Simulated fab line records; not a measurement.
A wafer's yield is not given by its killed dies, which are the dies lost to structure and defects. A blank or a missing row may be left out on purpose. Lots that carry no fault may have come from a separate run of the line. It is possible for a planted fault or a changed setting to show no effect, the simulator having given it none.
Chamber matching / flow gf180mcu / 4 sister chambers for GF_V4_CMP_26 on cmp-02
The step polishes, stops on SiO2, t overpolish 15 s, target thk 0 nm. 14 wafers are shown with their chamber, then 7 later ones without.

== EACH WAFER AND ITS CHAMBER ==
wafer=L357.1; chamber=3; motorCurrentA (A)=11.0; timeToEndpointS (s)=82; overpolishRunS (s)=14.997
wafer=L357.2; chamber=0; motorCurrentA (A)=10.7; timeToEndpointS (s)=83; overpolishRunS (s)=15.004
wafer=L357.5; chamber=3; motorCurrentA (A)=10.7; timeToEndpointS (s)=83; overpolishRunS (s)=15.022
wafer=L359.1; chamber=2; motorCurrentA (A)=12.7; timeToEndpointS (s)=88; overpolishRunS (s)=15.003
wafer=L359.3; chamber=3; motorCurrentA (A)=10.4; timeToEndpointS (s)=89; overpolishRunS (s)=14.992
wafer=L359.4; chamber=0; motorCurrentA (A)=11.3; timeToEndpointS (s)=85; overpolishRunS (s)=15.010
wafer=L361.1; chamber=1; motorCurrentA (A)=11.0; timeToEndpointS (s)=85; overpolishRunS (s)=14.996
wafer=L361.4; chamber=2; motorCurrentA (A)=12.4; timeToEndpointS (s)=88; overpolishRunS (s)=14.998
wafer=L361.6; chamber=0; motorCurrentA (A)=10.8; timeToEndpointS (s)=85; overpolishRunS (s)=15.014
wafer=L362.2; chamber=0; motorCurrentA (A)=10.8; timeToEndpointS (s)=88; overpolishRunS (s)=15.006
wafer=L362.3; chamber=3; motorCurrentA (A)=10.9; timeToEndpointS (s)=89; overpolishRunS (s)=15.012
wafer=L362.6; chamber=2; motorCurrentA (A)=11.5; timeToEndpointS (s)=92; overpolishRunS (s)=15.006
wafer=L366.1; chamber=3; motorCurrentA (A)=10.2; timeToEndpointS (s)=86; overpolishRunS (s)=15.002
wafer=L366.2; chamber=1; motorCurrentA (A)=10.4; timeToEndpointS (s)=86; overpolishRunS (s)=15.020

SIGNATURES (means of the wafers above)
reading=motorCurrentA; chamber 0=10.900; chamber 1=10.700; chamber 2=12.200; chamber 3=10.640; scatter within a chamber=0.404
reading=timeToEndpointS; chamber 0=85.25; chamber 1=85.50; chamber 2=89.33; chamber 3=85.80; scatter within a chamber=2.58
reading=overpolishRunS; chamber 0=15.00850; chamber 1=15.00800; chamber 2=15.00233; chamber 3=15.00500; scatter within a chamber=0.0098
Rule: a wafer lies at a distance from a chamber equal to the root of the sum of squares, over the readings, of (its reading less the chamber's mean, divided by the reading's scatter). The wafer belongs to the nearest chamber; if the next one is less than 2 further off, it can't be placed. How the scatter is found: for the shown wafers, subtract from each reading the mean of its chamber, square and add these, divide the total by (wafers less chambers), then take the root.

== WAFERS WITH NO CHAMBER GIVEN ==
wafer=L366.4; motorCurrentA (A)=11.0; timeToEndpointS (s)=90; overpolishRunS (s)=15.006
wafer=L370.2; motorCurrentA (A)=10.9; timeToEndpointS (s)=87; overpolishRunS (s)=15.002
wafer=L370.4; motorCurrentA (A)=10.2; timeToEndpointS (s)=87; overpolishRunS (s)=14.993
wafer=L370.6; motorCurrentA (A)=11.8; timeToEndpointS (s)=90; overpolishRunS (s)=14.995
wafer=L374.2; motorCurrentA (A)=11.0; timeToEndpointS (s)=85; overpolishRunS (s)=14.998
wafer=L374.4; motorCurrentA (A)=11.2; timeToEndpointS (s)=82; overpolishRunS (s)=15.000
wafer=L374.5; motorCurrentA (A)=11.5; timeToEndpointS (s)=82; overpolishRunS (s)=15.004

== CHAMBER TAKEN BY EACH ==
wafer=L366.4; from the rows above=can't be placed: 3 or 0 or 1 or 2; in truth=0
wafer=L370.2; from the rows above=can't be placed: 3 or 0 or 1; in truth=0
wafer=L370.4; from the rows above=can't be placed: 3 or 1 or 0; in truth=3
wafer=L370.6; from the rows above=can't be placed: 2 or 0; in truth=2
wafer=L374.2; from the rows above=can't be placed: 0 or 3 or 1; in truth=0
wafer=L374.4; from the rows above=can't be placed: 0 or 1 or 3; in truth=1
wafer=L374.5; from the rows above=can't be placed: 0 or 1 or 3 or 2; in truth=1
0 of 7 placed correctly. Not placeable from these rows: 7 (in 7, the candidates include the true chamber). Number placed wrongly: 0.
